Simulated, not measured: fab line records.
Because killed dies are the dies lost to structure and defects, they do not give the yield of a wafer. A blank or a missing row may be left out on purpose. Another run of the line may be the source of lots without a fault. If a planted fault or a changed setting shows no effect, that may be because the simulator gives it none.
The tool behind it: which one?	flow gf180mcu	11 lots with 33 wafers sampled at 4 steps, on a route of 602 steps

WHAT EACH GAUGE READ, for each wafer
GF_M3_RS_MEAS_05: uses a four-point probe to measure.
lot	measured	on	M3_ALCU_RS (ohm/sq)
L339	day 20 14:00	filmMetro-01	0.0687 0.0697 0.0684
L341	day 21 07:50	filmMetro-03	0.0693 0.0701 0.0687
L342	day 21 12:21	filmMetro-01	0.0685 0.0683 0.0687
L347	day 23 06:55	filmMetro-04	0.0675 0.0693 0.0691
L349	day 24 13:13	filmMetro-04	0.2205 0.0683 0.0693
L350	day 24 16:14	filmMetro-03	0.0694 0.2247 0.0689
L351	day 25 09:38	filmMetro-04	0.0700 0.0698 0.0702
L352	day 26 02:29	filmMetro-01	0.0689 0.0699 0.0703
L356	day 26 17:08	filmMetro-03	0.0700 0.0693 0.0694
L361	day 27 21:28	filmMetro-04	0.0692 0.0700 0.0702
L362	day 28 10:32	filmMetro-01	0.0693 0.0689 0.0691

TOOL THAT RAN EACH LOT (tool first, then ch and the chambers of the sampled wafers, then the start)
lot	GF_M2_SPUTTER_01	GF_V2_ETCH_17	GF_M3_SPUTTER_02
L339	pvdSputter-01, day 18 09:31	rieDiel-02 ch 0,1,3, day 20 13:55 or earlier	pvdSputter-03, day 20 13:55
L341	pvdSputter-02, day 19 03:29	rieDiel-01 ch 0,1, day 21 07:44 or earlier	pvdSputter-04, day 21 07:44
L342	pvdSputter-04, day 19 08:40	rieDiel-01 ch 1,3, day 21 12:16 or earlier	pvdSputter-03, day 21 12:16
L347	pvdSputter-01, day 21 04:15	rieDiel-03 ch 2,3, day 23 06:49 or earlier	pvdSputter-04, day 23 06:49
L349	pvdSputter-02, day 22 11:02	rieDiel-03 ch 1,2,3, day 24 13:06 or earlier	pvdSputter-03, day 24 13:06
L350	pvdSputter-04, day 22 16:17	rieDiel-01 ch 0,3, day 24 16:06 or earlier	pvdSputter-03, day 24 16:06
L351	pvdSputter-01, day 23 08:35	rieDiel-03 ch 1,2, day 25 09:33 or earlier	pvdSputter-02, day 25 09:33
L352	pvdSputter-01, day 24 04:26	rieDiel-01 ch 0,3, day 26 02:24 or earlier	pvdSputter-04, day 26 02:24
L356	pvdSputter-01, day 24 18:43	rieDiel-02 ch 1,2,3, day 26 17:03 or earlier	pvdSputter-02, day 26 17:03
L361	pvdSputter-02, day 26 01:55	rieDiel-02 ch 0,1,3, day 27 21:22 or earlier	pvdSputter-03, day 27 21:22
L362	pvdSputter-01, day 26 14:07	rieDiel-02 ch 0,2,3, day 28 10:27 or earlier	pvdSputter-02, day 28 10:27
- GF_M2_SPUTTER_01: material TiN, target thk 30 nm, time 25 s.
- GF_V2_ETCH_17: etches SiO2 in C4F8/O2/Ar, stops on TiN, target depth 630 nm.
- GF_M3_SPUTTER_02: material AlCu, target thk 450 nm, time 23.9 s.

THE ANSWER, worked out from the rows above alone
Rule: the usual values come from the lots themselves. Put in order of their means at a reading, lots are off if they are a third of the lots or fewer, leave a main group of 4 or more, and stand apart from it by a gap of 3 or more times the standard deviation of the main group's means; of several such gaps the widest counts. A main group is skipped when, at the precision printed for the reading in the tables above, its means are all equal. Also off: a lot with no number at a reading for which 4 or more lots have one. The other lots that the step has rows for count as sound.
Off: L349, L350, at GF_M3_RS_MEAS_05 (M3_ALCU_RS). Mean 0.0693 ohm/sq and standard deviation 0.0005 in the main group.
A tool fits if, at a process step before that reading, it ran every lot that is off, and no sound lot after the first of them. Gauges at GF_M3_RS_MEAS_05: tried the same way as those tools. Because GF_V2_ETCH_17 lacks a start for some lots, the hours and order of its lots are taken from GF_M3_SPUTTER_02. No candidate that was tried fits.

WHAT THE SIMULATOR HAD PUT IN
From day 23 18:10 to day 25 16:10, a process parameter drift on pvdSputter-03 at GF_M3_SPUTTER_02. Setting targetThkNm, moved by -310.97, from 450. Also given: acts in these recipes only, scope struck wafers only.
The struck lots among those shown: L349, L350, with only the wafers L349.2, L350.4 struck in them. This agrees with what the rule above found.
